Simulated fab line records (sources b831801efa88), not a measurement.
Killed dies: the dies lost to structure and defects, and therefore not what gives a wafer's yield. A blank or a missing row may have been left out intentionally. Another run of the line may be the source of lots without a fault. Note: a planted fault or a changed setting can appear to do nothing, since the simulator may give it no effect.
Which tool did it? / flow gf180mcu / 18 wafers from 6 lots sampled at 2 of the route's 602 steps

== WHAT EACH GAUGE READ, for each wafer ==
GF_VT_IMPLANT_RS_MEAS_49: a four-point-probe measurement.
lot=L820; measured=day 7 19:57; on=filmMetro-02; MVPSD_RS (ohm/sq)=1172.4 1171.9 1171.9
lot=L822; measured=day 8 11:37; on=filmMetro-02; MVPSD_RS (ohm/sq)=1169.2 1164.9 1165.0
lot=L829; measured=day 10 09:24; on=filmMetro-04; MVPSD_RS (ohm/sq)=1166.8 1167.6 1166.6
lot=L834; measured=day 11 18:18; on=filmMetro-04; MVPSD_RS (ohm/sq)=1060.6 1063.3 1062.2 1060.6 1059.7 1061.1
lot=L838; measured=day 12 20:52; on=filmMetro-02; MVPSD_RS (ohm/sq)=1163.5 1164.7 1162.7
lot=L842; measured=day 14 01:29; on=filmMetro-02; MVPSD_RS (ohm/sq)=1165.0 1165.5 1168.7

== TOOL THAT RAN EACH LOT (tool first, then ch and the chambers of the sampled wafers, then the start) ==
lot=L820; GF_MVPSD_IMPLANT_09=implanter-01 ch 0, day 5 06:11
lot=L822; GF_MVPSD_IMPLANT_09=implanter-01 ch 0, day 5 19:15
lot=L829; GF_MVPSD_IMPLANT_09=implanter-04 ch 0, day 7 12:41
lot=L834; GF_MVPSD_IMPLANT_09=implanter-01 ch 0, day 8 18:47
lot=L838; GF_MVPSD_IMPLANT_09=implanter-03 ch 0, day 9 18:18
lot=L842; GF_MVPSD_IMPLANT_09=implanter-03 ch 0, day 10 19:47
- GF_MVPSD_IMPLANT_09

== THE ANSWER, worked out from the rows above alone ==
Rule: usual is defined by the lots themselves. Put in order of their means at a reading, lots are off if they are a third of the lots or fewer, leave a main group of 4 or more, and stand apart from it by a gap of 3 or more times the standard deviation of the main group's means; of several such gaps the widest counts. A main group is skipped when, at the precision printed for the reading in the tables above, its means are all equal. Also off: a lot with no number at a reading for which 4 or more lots have one. Any other lot the step has rows for is counted as sound.
Off: L834, at GF_VT_IMPLANT_RS_MEAS_49 (MVPSD_RS). Main group: mean 1167.1 ohm/sq, sd 2.7.
If a tool, at a process step before that reading, ran all the lots that are off and no sound lot after the first of them, it fits. Those tools and the gauges at GF_VT_IMPLANT_RS_MEAS_49 are tried in the same way. 2 tools fit, implanter-01 at GF_MVPSD_IMPLANT_09 and filmMetro-04 at GF_VT_IMPLANT_RS_MEAS_49, so this cannot tell which one it is.

== WHAT THE SIMULATOR PUT IN ==
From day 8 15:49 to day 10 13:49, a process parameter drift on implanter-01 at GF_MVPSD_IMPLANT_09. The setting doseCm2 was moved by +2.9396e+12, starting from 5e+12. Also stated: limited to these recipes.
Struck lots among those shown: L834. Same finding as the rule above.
